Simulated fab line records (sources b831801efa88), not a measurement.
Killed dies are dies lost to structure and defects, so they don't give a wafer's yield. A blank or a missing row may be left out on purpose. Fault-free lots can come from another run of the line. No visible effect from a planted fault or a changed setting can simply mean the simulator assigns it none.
The tool behind it: which one?    flow gf180mcu    15 lots, 45 wafers sampled, at 4 steps of a route of 602

## WHAT THE GAUGES SHOWED, per wafer
GF_SALICIDE_THK_MEAS_05: measures by xrf.
lot   measured      on             SALICIDE_TIN_THK (nm)
L699  day 15 10:02  film-metro-03  19.78 19.89 19.90
L700  day 15 15:14  film-metro-04  19.89 20.00 19.89
L701  day 16 06:08  film-metro-01  20.32 20.60 20.25
L702  day 16 22:38  film-metro-01  20.21 20.29 20.17
L704  day 17 22:23  film-metro-04  19.84 19.91 20.00
L706  day 18 02:17  film-metro-01  20.21 20.45 20.35
L707  day 18 13:32  film-metro-03  20.14 20.13 20.04
L709  day 19 02:01  film-metro-03  19.92 20.06 20.04
L708  day 19 07:17  film-metro-03  20.12 20.15 20.21
L710  day 19 17:43  film-metro-03  20.06 20.19 20.01
L712  day 20 05:17  film-metro-04  20.11 19.96 19.86
L716  day 21 16:55  film-metro-04  19.88 20.06 19.95
L721  day 24 23:49  film-metro-04  20.11 20.13 20.20

GF_CONTACT_BOW_MEAS_05.
lot   measured      on             CONTACT_BOW (um)
L699  day 15 10:56  film-metro-02  71 53 64
L700  day 15 16:08  film-metro-01  52 54 64
L701  day 16 07:01  film-metro-04  62 74 55
L702  day 16 23:32  film-metro-04  81 63 82
L704  day 17 23:17  film-metro-02  58 67 65
L706  day 18 03:11  film-metro-01  75 74 70
L707  day 18 14:26  film-metro-01  74 68 67
L709  day 19 02:55  film-metro-01  67 57 54
L708  day 19 08:11  film-metro-04  65 65 56
L710  day 19 18:37  film-metro-04  62 72 77
L712  day 20 06:12  film-metro-02  80 52 53
L716  day 21 17:48  film-metro-04  62 71 68
L721  day 25 00:44  film-metro-01  65 72 56

GF_M1_RS_MEAS_05: a four-point-probe measurement.
lot   measured      on             M1_ALCU_RS (ohm/sq)
L699  day 16 10:59  film-metro-02  0.0676 0.0677 0.0677
L700  day 16 16:32  film-metro-02  0.0708 0.0708 0.0710
L701  day 17 07:28  film-metro-02  0.0695 0.0696 0.0692
L702  day 18 00:05  film-metro-01  0.0692 0.0679 0.0688
L704  day 19 00:52  film-metro-03  0.0695 0.0694 0.0695
L706  day 19 05:26  film-metro-02  0.0696 0.0695 0.0691
L707  day 19 16:59  film-metro-01  0.0691 0.0697 0.0695
L709  day 20 05:16  film-metro-02  0.0701 0.0700 0.0694
L708  day 20 10:35  film-metro-01  0.0702 0.0705 0.0702
L710  day 20 21:10  film-metro-03  0.0697 0.0702 0.0700
L712  day 21 08:55  film-metro-01  0.0699 0.0696 0.0696
L716  day 22 19:13  film-metro-01  0.0686 0.0687 0.0688
L721  day 26 00:20  film-metro-03  0.0701 0.0697 0.0695

## TOOL THAT RAN EACH LOT (tool first, then ch and the chambers of the sampled wafers, then the start)
lot   GF_DUAL_GATE_OXIDATION_02
L699  furnace-01 ch 0, day 7 16:35
L700  furnace-01 ch 0, day 7 22:31
L701  furnace-01 ch 0, day 8 10:55
L702  furnace-01 ch 0, day 8 22:50
L704  furnace-02 ch 0, day 9 16:41
L706  furnace-02 ch 0, day 9 19:32
L707  furnace-02 ch 0, day 10 03:26
L709  furnace-02 ch 0, day 10 14:47
L708  furnace-01 ch 0, day 10 17:06
L710  furnace-02 ch 0, day 11 01:31
L712  furnace-01 ch 0, day 11 09:20
L711  furnace-02 ch 0, day 12 08:58
L716  furnace-02 ch 0, day 12 13:25
L713  furnace-01 ch 0, day 12 23:56
L721  furnace-01 ch 0, day 15 11:20
- GF_DUAL_GATE_OXIDATION_02: stabilise 600 s, purge 300 s, target thk 10.887 nm.

## WHAT THE TOOLS THEMSELVES READ (means of the sampled wafers that have a number; where no wafer has one, the mark that the record gives instead)
GF_DUAL_GATE_OXIDATION_02.
lot   tool        spike-tc-top-C (C)  zone-power-bottom-pct (%)
L699  furnace-01  914.6               28.9
L700  furnace-01  916.0               29.0
L701  furnace-01  914.1               29.0
L702  furnace-01  914.3               29.2
L704  furnace-02  909.9               25.7
L706  furnace-02  909.8               25.5
L707  furnace-02  909.8               25.5
L709  furnace-02  909.3               25.7
L708  furnace-01  915.5               29.1
L710  furnace-02  909.4               25.5
L712  furnace-01  914.6               28.8
L711  furnace-02  911.1               25.6
L716  furnace-02  910.6               25.6
L713  furnace-01  915.4               29.0
L721  furnace-01  915.9               29.1

## THE ANSWER, worked out from the rows above alone
Rule: the lots themselves supply what counts as usual. The widest of any qualifying gaps counts: lots, ordered by their means at a reading, are off when they make up no more than a third of the lots, leave a main group of 4 or more, and stand apart from it by 3 or more times the standard deviation of that group's means. Not used: any main group whose means are identical at the precision the tables above print for the reading. A lot without any number at a reading at which 4 lots or more have one is off too. All remaining lots with rows at the step are treated as sound. First the gauges in route order, then the tools' own readings, where a lot's mean is used as printed above. The first step at which some lot is off is used, and at that step the reading that is off furthest; a lot without a number counts as furthest.
Nothing can be told from this: no lot is off at any reading shown.

## WHAT THE SIMULATOR HAD INSERTED
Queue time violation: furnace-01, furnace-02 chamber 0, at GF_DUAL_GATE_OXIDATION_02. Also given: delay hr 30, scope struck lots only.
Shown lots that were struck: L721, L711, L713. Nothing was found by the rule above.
